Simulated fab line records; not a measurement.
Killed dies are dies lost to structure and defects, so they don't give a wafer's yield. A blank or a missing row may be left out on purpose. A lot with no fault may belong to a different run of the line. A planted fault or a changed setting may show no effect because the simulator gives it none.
Comparing a struck lot with a sound one    flow sky130    18 steps out of a route of 708
Sound: wafers L755.1, L755.2, L755.3. Struck: wafer L763.6 (L763.1, L763.5, from the same lot, were not struck and are left out); the cause is given at the end.
Per side, at each step with rows, come the tool, then ch with its chambers, and then its first start. Under that, the readings that differ: sound wafers    struck wafers    difference of the means    sigmas: that difference in standard deviations of wafers without a fault.
alike: readings whose means differ by less than 2 such deviations, and words and numbers that are the same on both sides. not compared: withheld readings, readings that some wafer has no value for, bounds like >300 that may hide the same value, and numbers for which the record gives no deviation and whose values overlap.
Wherever a step has rows on one side only, a row that says differs or no value, or a row with sigmas, the two part there. Numbers that don't overlap but have no deviation are shown without sigmas and don't part them. A reading missing from all wafers of one side parts the sides only when that side holds two or more wafers.

first, 5 steps without rows for these wafers: SKY_VIA4_COAT_06 (resist thk 1140 nm); SKY_VIA4_SOFTBAKE_07 (time 60 s); SKY_VIA4_EXPOSE_08 (exposes mask VIM4, target cd 800 nm); SKY_VIA4_PEB_09; SKY_VIA4_DEVELOP_10 (develop time 57.7 s).
SKY_VIA4_OVL_MEAS_11:
  sound on overlay-01, day 42 17:44; struck on overlay-01, day 45 16:41
  alike: VIA4_OVL
SKY_VIA4_ETCH_12: etches SiO2 in C4F8/O2/Ar, stops on TiN, target depth 580 nm.
  sound on rie diel-01 ch 0,2,3, day 42 17:46; struck on rie diel-03 ch 1, day 45 16:43
  alike: oes product au
SKY_VIA4_STRIP_13: strips in O2/N2.
  sound on plasma asher-04 ch 0,1, day 42 17:51; struck on plasma asher-02 ch 1, day 45 16:48
reading                       sound                 struck  difference  sigmas
strip time to endpoint s (s)  12.756 12.768 12.802  12.846  +0.071      +2
  alike: drypump motor current A, oes product au
  not compared: rf hours counter h
then, 3 steps without rows for these wafers: SKY_VIA4_STRIP_14 (strips in post etch residue remover, time 1200 s); SKY_VIA4_CLEAN_15 (cleans in IPA, time 180 s); SKY_VIA4_CLEAN_16 (cleans in O3/DIW).
SKY_VIA4_SPUTTER_17: material TiN, target thk 20 nm, time 80 s.
  sound on pvd sputter-03, day 42 18:33; struck on pvd sputter-02, day 45 17:23
  alike: throttle valve pct
SKY_VIA4_CVD_18: deposits W, target thk 505 nm, time 152.14 s.
  sound on cvd w-02 ch 0,1, day 42 18:37; struck on cvd w-02 ch 0, day 45 17:27
reading                             sound            struck  difference  sigmas
model.W_of_VIA4_CVD_18.thk nm (nm)  500.8 503.8 507  328.3   -175.6      
  alike: heater power outer w, heater power w, susceptor temp C
SKY_VIA4_RS_MEAS_19: uses a four-point probe to measure.
  sound on film metro-01, day 42 18:46; struck on film metro-01, day 45 17:36
reading             sound              struck  difference  sigmas
VIA4_W_RS (ohm/sq)  0.229 0.227 0.225  0.350   +0.123      +36
SKY_VIA4_THK_MEAS_20: measures by xrf.
  sound on film metro-01, day 42 18:53; struck on film metro-01, day 45 17:43
reading          sound        struck  difference  sigmas
VIA4_W_THK (nm)  494 498 499  323     -174        -22
SKY_VIA4_CMP_21: polishes, stops on SiO2, t overpolish 25 s, target thk 0 nm.
  sound on cmp-02 ch 0,1,3, day 42 18:56; struck on cmp-02 ch 0, day 45 17:47
reading                     sound              struck  difference  sigmas
slurry filter dp kPa (kPa)  13.46 13.63 13.60  13.31   -0.25       -2
time to endpoint s (s)      118 120 122        82      -38         -8
  alike: motor current A
SKY_METAL5_SPUTTER_00: material Ti, target thk 15 nm, time 10 s.
  sound on pvd sputter-01, day 42 19:14; struck on pvd sputter-02, day 45 18:05
  alike: throttle valve pct
-- the record jumps here: 3 days lie between the struck wafers' starts before and after (it left off in module METAL5 and takes up again in module PAD_OPEN, whose first step shown is number 708 of the route) --
SKY_PAD_OPEN_PROBE_99:
  sound on prober-01, day 45 18:32; struck on prober-01, day 48 09:43
  alike: defect limited yield, killed_at_M0_to_M3, killed_at_M4_up, killed at contacts, killed at front end, killed at other, killed dies, killed open, killed short, sort_bin_3_pad_short, sort_bin_5_function, sort_bin_6_memory, sort n pass, sort yield pct

== WHERE THEY PART ==
Earliest at SKY_VIA4_STRIP_13; latest, in this record, at SKY_VIA4_CMP_21. Later steps at which nothing parts them and some readings are alike: SKY_METAL5_SPUTTER_00, SKY_PAD_OPEN_PROBE_99.

WHY: what the simulator had put in
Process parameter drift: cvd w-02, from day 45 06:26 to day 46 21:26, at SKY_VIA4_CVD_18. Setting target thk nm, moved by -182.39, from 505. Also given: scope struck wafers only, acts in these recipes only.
